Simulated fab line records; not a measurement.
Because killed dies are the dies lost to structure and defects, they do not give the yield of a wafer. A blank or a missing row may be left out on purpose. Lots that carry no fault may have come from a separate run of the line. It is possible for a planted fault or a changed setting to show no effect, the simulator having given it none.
Which of the tools did it? ; flow sfq line ; 13 lots, 39 wafers sampled, at 6 steps of a route of 325

## WHAT EACH GAUGE READ, for each wafer
SFQ_I0_BOW_MEAS_907. Usual: I0_BOW typically reads 1 um, with standard deviation 7.9.
lot;measured;on;I0_BOW (um);flag
L168;day 14 05:52;film metro-02;-8 7 -6;
L169;day 14 10:40;film metro-03;-8 -12 -5;
L171;day 15 02:19;film metro-02;7 -5 -6;
L172;day 15 10:53;film metro-04;0 1 -2;
L178;day 17 20:34;film metro-02;1 3 -2;
L179;day 18 07:09;film metro-04;-7 4 -6 - - -;
L185;day 21 10:09;film metro-02;-7 -4 -5;
L186;day 21 10:58;film metro-04;18 7 -6;
L187;day 21 16:08;film metro-02;13 -4 4;
L188;day 21 17:00;film metro-03;17 12 7;
L189;day 21 22:59;film metro-04;3 3 -1;
L190;day 22 04:58;film metro-03;-4 7 8;
L191;day 22 11:24;film metro-03;0 -8 8;

SFQ_M2_RS_MEAS_914: measures by four-point-probe. Usual: M2_NB_RS typically reads 0.893 ohm/sq, with standard deviation 0.0071.
lot;measured;on;M2_NB_RS (ohm/sq);flag
L168;day 33 04:09;film metro-01;0.891 0.893 0.886;
L169;day 33 14:35;film metro-01;0.897 0.894 0.896;
L171;day 34 11:23;film metro-02;0.891 0.884 0.893;
L172;day 35 04:12;film metro-02;0.890 0.891 0.884;
L178;day 38 01:44;film metro-04;0.890 0.891 0.893;
L179;day 38 11:41;film metro-02;0.898 0.896 0.900;
L185;day 41 08:18;film metro-02;0.899 0.902 0.890;
L186;day 41 09:28;film metro-04;0.891 0.893 0.899;
L187;day 41 14:17;film metro-01;0.901 0.895 0.892;
L188;day 41 16:42;film metro-01;0.894 0.886 0.893;
L189;day 42 04:56;film metro-01;0.916 0.904 0.909;
L190;day 42 14:52;film metro-01;0.893 0.883 0.883;
L191;day 42 22:04;film metro-02;0.895 0.898 0.894;

## WHAT TOOL EACH LOT RAN ON (gives the tool, then ch and the chambers of the sampled wafers, and finally the start)
lot;SFQ_TRILAYER_L0_STRIP_STRIP_009;SFQ_TRILAYER_I0_CMP_CMP_028;SFQ_TRILAYER_I0_METRO_MEASURE_029;SFQ_TRILAYER_I0_VIA_ETCH_VIA_ETCH_034
L168;rie metal-03 ch 0,1, day 4 15:01;cmp-02 ch 0,1,2, day 14 02:52;film metro-02, day 14 05:59;rie diel-01 ch 0,1, day 20 01:44
L169;rie metal-01 ch 1, day 4 17:31;cmp-01 ch 1,2,3, day 14 08:40;film metro-03, day 14 10:47;rie diel-01 ch 0,1,2, day 20 08:56
L171;rie metal-04 ch 0,1, day 5 06:37;cmp-02 ch 0,2,3, day 15 00:18;film metro-02, day 15 02:37;rie diel-04 ch 0,3, day 21 02:56
L172;rie metal-03 ch 0,1, day 5 10:25;cmp-01 ch 0,3, day 15 07:50;film metro-04, day 15 11:22;rie diel-01 ch 0,1,3, day 21 10:16
L178;rie metal-01 ch 0,1, day 7 20:33;cmp-01 ch 0,2,3, day 17 18:32;film metro-02, day 17 21:03;rie diel-03 ch 0,1,3, day 24 09:47
L179;rie metal-04 ch 0,1, day 8 01:21;cmp-02 ch 1,3, day 18 04:37;film metro-04, day 18 14:26;rie diel-04 ch 1,3, day 24 21:47
L185;rie metal-03 ch 0,1, day 9 16:57;cmp-02 ch 1,2,3, day 21 08:07;film metro-02, day 21 10:38;rie diel-04 ch 0,1,3, day 28 02:25
L186;rie metal-04 ch 0,1, day 9 20:21;cmp-01 ch 1,2,3, day 21 08:28;film metro-04, day 21 11:05;rie diel-01 ch 1,3, day 28 08:25
L187;rie metal-01 ch 0,1, day 10 03:40;cmp-02 ch 2,3, day 21 13:07;film metro-02, day 21 16:26;rie diel-01 ch 1,3, day 28 14:25
L188;rie metal-03 ch 0,1, day 10 09:52;cmp-01 ch 2,3, day 21 13:58;film metro-03, day 21 17:29;rie diel-03 ch 0,1,2, day 28 16:49
L189;rie metal-04 ch 0,1, day 10 13:16;cmp-01 ch 0,2,3, day 21 19:58;film metro-04, day 21 23:17;rie diel-03 ch 0,1,2, day 29 00:01
L190;rie metal-04 ch 0,1, day 10 18:04;cmp-01 ch 1,2,3, day 22 03:28;film metro-03, day 22 05:05;rie diel-03 ch 1,2,3, day 29 06:01
L191;rie metal-03 ch 1, day 10 21:40;cmp-02 ch 1,2, day 22 08:54;film metro-03, day 22 11:31;rie diel-03 ch 1,2,3, day 29 12:01
- SFQ_TRILAYER_L0_STRIP_STRIP_009: strips in O2.
- SFQ_TRILAYER_I0_CMP_CMP_028: polishes SiO2.
- SFQ_TRILAYER_I0_METRO_MEASURE_029
- SFQ_TRILAYER_I0_VIA_ETCH_VIA_ETCH_034: etches SiO2 in CHF3, stops on Nb, target depth 260 nm.

## AS READ BY THE TOOLS THEMSELVES (means over the sampled wafers that have a number; for cases with no such wafer, the mark the record gives instead)
SFQ_TRILAYER_L0_STRIP_STRIP_009. Usual: drypump motor current A 5.6 A, standard deviation 0.41; he backside leak sccm 3.45 sccm, standard deviation 0.3; oes product au 0.998 a.u., standard deviation 0.0077.
lot;tool;drypump motor current A (A);he backside leak sccm (sccm);oes product au (a.u.);flag
L168;rie metal-03;5.1;3.52;0.999;
L169;rie metal-01;5.4;3.50;0.996;
L171;rie metal-04;5.7;3.27;1.003;
L172;rie metal-03;5.1;3.66;1.000;
L178;rie metal-01;5.5;3.46;0.999;
L179;rie metal-04;5.8;3.32;1.010;
L185;rie metal-03;5.3;3.42;0.991;
L186;rie metal-04;6.0;3.41;0.994;
L187;rie metal-01;5.7;3.50;0.999;
L188;rie metal-03;5.0;3.44;0.997;
L189;rie metal-04;6.0;3.34;0.996;
L190;rie metal-04;5.8;3.31;0.990;
L191;rie metal-03;4.8;3.41;1.001;

SFQ_TRILAYER_I0_CMP_CMP_028. Usual: edge zone pressure frac 1.000, standard deviation 0.0053; motor current A 10.4 A, standard deviation 1.1; time to endpoint s 216 s, standard deviation 6.8.
lot;tool;edge zone pressure frac;motor current A (A);time to endpoint s (s);flag
L168;cmp-02;1.004;9.7;222;
L169;cmp-01;1.003;10.5;210;
L171;cmp-02;0.997;10.2;224;
L172;cmp-01;1.001;9.8;221;
L178;cmp-01;1.002;10.4;211;
L179;cmp-02;1.004;11.6;233;
L185;cmp-02;1.000;10.8;218;
L186;cmp-01;1.001;10.8;210;
L187;cmp-02;0.993;10.9;215;
L188;cmp-01;0.994;10.5;212;
L189;cmp-01;0.998;10.5;207;
L190;cmp-01;0.999;10.6;210;
L191;cmp-02;0.999;10.3;217;

SFQ_TRILAYER_I0_METRO_MEASURE_029. Usual: thk nm reads 200.2 nm (standard deviation 1).
lot;tool;thk nm (nm);flag
L168;film metro-02;201.1;
L169;film metro-03;201.2;
L171;film metro-02;200.7;
L172;film metro-04;199.4;
L178;film metro-02;199.6;
L179;film metro-04;233.6;OFF
L185;film metro-02;200.6;
L186;film metro-04;199.0;
L187;film metro-02;200.6;
L188;film metro-03;198.1;
L189;film metro-04;198.7;
L190;film metro-03;199.0;
L191;film metro-03;200.6;

SFQ_TRILAYER_I0_VIA_ETCH_VIA_ETCH_034. Usual: drypump motor current A 5.8 A, standard deviation 0.57; oes product au 0.855 a.u., standard deviation 0.006.
lot;tool;drypump motor current A (A);oes product au (a.u.);flag
L168;rie diel-01;6.3;0.859;
L169;rie diel-01;6.0;0.858;
L171;rie diel-04;5.0;0.857;
L172;rie diel-01;6.1;0.857;
L178;rie diel-03;5.6;0.848;
L179;rie diel-04;5.2;0.904;OFF
L185;rie diel-04;5.2;0.865;
L186;rie diel-01;6.1;0.852;
L187;rie diel-01;6.0;0.858;
L188;rie diel-03;6.1;0.851;
L189;rie diel-03;6.1;0.850;
L190;rie diel-03;5.9;0.855;
L191;rie diel-03;5.9;0.853;

## THE ANSWER, worked out from the rows above alone
Rule: lot off if the mean of its wafers having a number is beyond 3 standard deviations from the usual mean. Also off: a lot with no number at a reading for which 4 or more lots have one. All remaining lots with rows at the step are treated as sound. After the gauges, taken in route order, come the tools' own readings; for these a lot's mean is taken, as printed above. At the first step where some lot is off, the reading lying furthest off is the one used; lots without a number count as furthest.
Off: L179, at SFQ_TRILAYER_I0_METRO_MEASURE_029 (thk nm).
If a tool, at that step or one of the process steps before it, ran each lot that is off and ran no sound lot following the first of them, it fits. Not one of the candidates tried fits.

## WHAT WAS PUT IN BY THE SIMULATOR
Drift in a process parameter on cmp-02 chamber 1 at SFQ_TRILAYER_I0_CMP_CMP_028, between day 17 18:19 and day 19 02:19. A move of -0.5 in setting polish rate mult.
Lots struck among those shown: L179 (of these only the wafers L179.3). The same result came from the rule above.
